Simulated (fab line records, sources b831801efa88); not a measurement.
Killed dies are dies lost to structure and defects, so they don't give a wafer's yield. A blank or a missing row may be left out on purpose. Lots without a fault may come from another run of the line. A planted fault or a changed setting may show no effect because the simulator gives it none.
A struck lot beside a sound one | flow sky130 | 26 steps out of a route of 708
Sound: wafers L676.1, L676.3, L676.6. Struck: wafers L667.2, L667.4, L667.6. The cause comes at the end.
At each step with rows: each side's tool, then ch and its chambers, then its first start. Under that, the readings that differ: sound wafers | struck wafers | difference of the means | sigmas: that difference in standard deviations of wafers without a fault.
alike: readings whose means differ by less than 2 such deviations, and words and numbers that are the same on both sides. not compared: withheld readings, readings that some wafer has no value for, bounds like >300 that may hide the same value, and numbers for which the record gives no deviation and whose values overlap.
The two part at a step that has a row with sigmas, a row that says differs or no value, or rows on one side only. Numbers that don't overlap but have no deviation are shown without sigmas and don't part them. A reading that every wafer of one side lacks parts them only if that side has two wafers or more.

first, 2 steps without rows for these wafers: SKY_METAL4_PEB_11; SKY_METAL4_DEVELOP_12 (develop time 60 s).
SKY_METAL4_CD_MEAS_13: target cd 300 nm.
  sound on cd_sem-02, day 46 05:07; struck on cd_sem-02, day 45 15:26
  alike: cd_nm
SKY_METAL4_OVL_MEAS_14:
  sound on overlay-02, day 46 05:14; struck on overlay-01, day 45 15:32
  alike: METAL4_OVL
SKY_METAL4_DESCUM_15: chemistry O2, time 8 s.
  sound on rie_metal-03 ch 0,1, day 46 05:16; struck on rie_metal-01 ch 0,1, day 45 15:34
  alike: drypump_motor_current_A, oes_product_au
  not compared: rf_hours_counter_h
then, 2 steps without rows for these wafers: SKY_METAL4_ETCH_16 (etches BARC in N2/H2, stops on SiO2, time 88.2 s, target depth 60 nm); SKY_METAL4_ETCH_17 (etches SiO2 in C4F8/O2/Ar, stops on TiN, time 3.9 s, target depth 15 nm).
SKY_METAL4_METAL_ETCH_18: etches the open film in Cl2/BCl3, stops on SiO2, target depth 845 nm, time 183.1 s.
  sound on rie_metal-03 ch 0,1, day 46 05:25; struck on rie_metal-03 ch 0,1, day 45 15:43
  alike: drypump_motor_current_A, mfc_cl2_sccm, oes_product_au, throttle_valve_pct
  not compared: rf_hours_counter_h
SKY_METAL4_STRIP_19: strips in O2/N2.
  sound on plasma_asher-01 ch 0,1, day 46 05:37; struck on plasma_asher-01 ch 0,1, day 45 15:54
  alike: drypump_motor_current_A, n2_flow_sccm, oes_product_au, strip_time_to_endpoint_s
  not compared: rf_hours_counter_h
then, 3 steps without rows for these wafers: SKY_METAL4_STRIP_20 (strips in post etch residue remover, time 1200 s); SKY_METAL4_CLEAN_21 (cleans in IPA, time 180 s); SKY_METAL4_CLEAN_22 (cleans in O3/DIW).
SKY_VIA4_HDPCVD_00: deposits SiO2, target thk 1750 nm, time 291.7 s.
  sound on hdpcvd-02 ch 1,2, day 46 06:16; struck on hdpcvd-01 ch 0,1, day 45 16:30
  no value came back on the struck wafers for pressure_mtorr (mTorr), run_length_s (s); on the sound wafers pressure_mtorr (mTorr) reads 6.020 6.002 6.007
SKY_VIA4_CMP_02: polishes SiO2.
  sound on cmp-02 ch 1,2,3, day 46 06:59; struck on cmp-01 ch 0,2,3, day 45 16:46
  reading                      | sound             | struck            | difference | sigmas
  retaining_ring_pressure_frac | 1.004 1.010 1.003 | 0.998 0.996 0.991 | -0.011     | -2
  alike: motor_current_A
SKY_VIA4_BOW_MEAS_03:
  sound on film_metro-02, day 46 07:14; struck on film_metro-01, day 45 17:05
  reading       | sound    | struck    | difference | sigmas
  VIA4_BOW (um) | 74 77 74 | 90 101 88 | +18        | +2
then, 7 steps without rows for these wafers: SKY_VIA4_DEHYDRATE_04 (time 60 s); SKY_VIA4_HMDS_05 (prime time 60 s); SKY_VIA4_COAT_06 (resist thk 1140 nm); SKY_VIA4_SOFTBAKE_07 (time 60 s); SKY_VIA4_EXPOSE_08 (exposes mask VIM4, target cd 800 nm); SKY_VIA4_PEB_09; SKY_VIA4_DEVELOP_10 (develop time 60 s).
SKY_VIA4_OVL_MEAS_11:
  sound on overlay-02, day 47 03:04; struck on overlay-01, day 46 13:42
  alike: VIA4_OVL
SKY_VIA4_ETCH_12: etches SiO2 in C4F8/O2/Ar, stops on TiN, target depth 580 nm.
  sound on rie_diel-03 ch 0,2,3, day 47 03:05; struck on rie_diel-04 ch 0,1,3, day 46 13:44
  reading                  | sound             | struck            | difference | sigmas
  oes_product_au (a.u.)    | 0.927 0.929 0.923 | 0.368 0.380 0.379 | -0.551     | -99 or more
  model.etch.depth_nm (nm) | 579.4 578.4 579.2 | 0 0 0             | -579       |
SKY_VIA4_STRIP_13: strips in O2/N2.
  sound on plasma_asher-01 ch 0,1, day 47 03:10; struck on plasma_asher-04 ch 0,1, day 46 13:48
  alike: drypump_motor_current_A, n2_flow_sccm, oes_product_au, strip_time_to_endpoint_s
  not compared: rf_hours_counter_h
-- the record jumps here: 3 days lie between the struck wafers' starts before and after (it left off in module VIA4 and takes up again in module PAD_OPEN, whose first step shown is number 708 of the route) --
SKY_PAD_OPEN_PROBE_99:
  sound on prober-01, day 49 19:24; struck on prober-01, day 49 06:40
  reading                  | sound          | struck         | difference | sigmas
  defect_limited_yield (%) | 80.9 83.7 83.5 | 0 0 0          | -83        | -41
  killed_at_M0_to_M3       | 56 35 44       | 12 10 10       | -34        | -5
  killed_at_M4_up          | 4 2 2          | 471 476 478    | +472       | +99 or more
  killed_at_contacts       | 26 30 20       | 8 5 2          | -20        | -4
  killed_at_front_end      | 8 12 15        | 1 1 2          | -10        | -2
  killed_dies              | 94 80 81       | 492 492 492    | +407       | +42
  killed_on_rim            | 23 19 16       | 96 96 96       | +77        | +20
  killed_open              | 42 44 46       | 16 9 5         | -34        | -5
  killed_short             | 52 36 35       | 7 7 9          | -33        | -5
  sort_bin_3_pad_short (%) | 1.8 1.0 0.6    | 27.0 22.8 24.8 | +23.7      | +57
  sort_bin_5_function (%)  | 10.8 11.0 10.0 | 70.1 74.8 71.1 | +61.4      | +41
  sort_bin_6_memory (%)    | 6.5 4.3 5.9    | 2.8 2.4 4.1    | -2.5       | -2
  sort_n_pass              | 398 412 411    | 0 0 0          | -407       | -41
  sort_yield_pct (%)       | 80.9 83.7 83.5 | 0 0 0          | -83        | -41
  alike: killed_at_other

WHERE THEY PART
First at SKY_VIA4_HDPCVD_00; last, within this record, at SKY_PAD_OPEN_PROBE_99.

WHY: what the simulator had put in
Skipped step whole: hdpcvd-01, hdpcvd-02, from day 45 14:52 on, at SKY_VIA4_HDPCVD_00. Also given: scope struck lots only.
